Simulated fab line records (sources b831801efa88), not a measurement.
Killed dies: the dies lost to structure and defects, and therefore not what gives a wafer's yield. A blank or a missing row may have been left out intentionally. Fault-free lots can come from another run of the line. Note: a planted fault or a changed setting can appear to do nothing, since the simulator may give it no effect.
The tool behind it: which one? / flow sky130 / 14 lots, 42 wafers sampled, at 1 step of a route of 708

== WHAT THE GAUGES SHOWED, per wafer ==
The record holds no reading of a measuring or inspecting step that can be judged against a usual standard deviation.

== WHICH TOOL RAN EACH LOT (tool, then ch and the chambers of the sampled wafers, then the start) ==
lot=L815; SKY_SONOS_TUNNEL_EXPOSE_04=iline stepper-01 ch 0, day 10 16:57
lot=L816; SKY_SONOS_TUNNEL_EXPOSE_04=iline stepper-02 ch 0, day 11 00:34
lot=L824; SKY_SONOS_TUNNEL_EXPOSE_04=iline stepper-02, day 13 17:50
lot=L825; SKY_SONOS_TUNNEL_EXPOSE_04=iline stepper-02, day 13 21:18
lot=L828; SKY_SONOS_TUNNEL_EXPOSE_04=iline stepper-01 ch 0, day 15 00:31
lot=L829; SKY_SONOS_TUNNEL_EXPOSE_04=iline stepper-02 ch 0, day 15 04:01
lot=L830; SKY_SONOS_TUNNEL_EXPOSE_04=iline stepper-02 ch 0, day 15 16:51
lot=L831; SKY_SONOS_TUNNEL_EXPOSE_04=iline stepper-02 ch 0, day 16 01:01
lot=L832; SKY_SONOS_TUNNEL_EXPOSE_04=iline stepper-01 ch 0, day 16 14:31
lot=L833; SKY_SONOS_TUNNEL_EXPOSE_04=iline stepper-02 ch 0, day 16 16:06
lot=L835; SKY_SONOS_TUNNEL_EXPOSE_04=iline stepper-01 ch 0, day 17 10:39
lot=L836; SKY_SONOS_TUNNEL_EXPOSE_04=iline stepper-02 ch 0, day 17 20:44
lot=L837; SKY_SONOS_TUNNEL_EXPOSE_04=iline stepper-02 ch 0, day 18 02:10
lot=L838; SKY_SONOS_TUNNEL_EXPOSE_04=iline stepper-01 ch 0, day 18 09:48
- SKY_SONOS_TUNNEL_EXPOSE_04: exposes mask TUNM, target cd 410 nm.

== AS READ BY THE TOOLS THEMSELVES (means over the sampled wafers that have a number; for cases with no such wafer, the mark the record gives instead) ==
SKY_SONOS_TUNNEL_EXPOSE_04.
lot=L815; tool=iline stepper-01; exposure dose mJ cm2=136.52; focus offset nm (nm)=-0.2
lot=L816; tool=iline stepper-02; exposure dose mJ cm2=136.31; focus offset nm (nm)=0.1
lot=L824; tool=iline stepper-02; exposure dose mJ cm2=-; focus offset nm (nm)=-
lot=L825; tool=iline stepper-02; exposure dose mJ cm2=-; focus offset nm (nm)=-
lot=L828; tool=iline stepper-01; exposure dose mJ cm2=136.39; focus offset nm (nm)=0.6
lot=L829; tool=iline stepper-02; exposure dose mJ cm2=136.57; focus offset nm (nm)=-0.3
lot=L830; tool=iline stepper-02; exposure dose mJ cm2=136.48; focus offset nm (nm)=0.6
lot=L831; tool=iline stepper-02; exposure dose mJ cm2=136.43; focus offset nm (nm)=-0.8
lot=L832; tool=iline stepper-01; exposure dose mJ cm2=136.56; focus offset nm (nm)=0.1
lot=L833; tool=iline stepper-02; exposure dose mJ cm2=136.55; focus offset nm (nm)=0.4
lot=L835; tool=iline stepper-01; exposure dose mJ cm2=136.32; focus offset nm (nm)=-0.3
lot=L836; tool=iline stepper-02; exposure dose mJ cm2=136.49; focus offset nm (nm)=0.0
lot=L837; tool=iline stepper-02; exposure dose mJ cm2=136.41; focus offset nm (nm)=-0.3
lot=L838; tool=iline stepper-01; exposure dose mJ cm2=136.34; focus offset nm (nm)=0.8

== THE ANSWER, worked out from the rows above alone ==
Rule: usual is defined by the lots themselves. The widest of any qualifying gaps counts: lots, ordered by their means at a reading, are off when they make up no more than a third of the lots, leave a main group of 4 or more, and stand apart from it by 3 or more times the standard deviation of that group's means. If all means in a main group match to the digits the tables above print for the reading, that group is not used. Also off: a lot with no number at a reading for which 4 or more lots have one. Any other lot the step has rows for is counted as sound. First the gauges in route order, then the tools' own readings, where a lot's mean is used as printed above. At the first step where some lot is off, the reading lying furthest off is the one used; lots without a number count as furthest.
Off at SKY_SONOS_TUNNEL_EXPOSE_04 (exposure dose mJ cm2): L824, L825. Without a number there: L824, L825. Main group: mean 136.45, sd 0.09.
A tool fits if, at that step or a process step before it, it ran every lot that is off, and no sound lot after the first of them. None of those tried fits.

== WHAT THE SIMULATOR PUT IN ==
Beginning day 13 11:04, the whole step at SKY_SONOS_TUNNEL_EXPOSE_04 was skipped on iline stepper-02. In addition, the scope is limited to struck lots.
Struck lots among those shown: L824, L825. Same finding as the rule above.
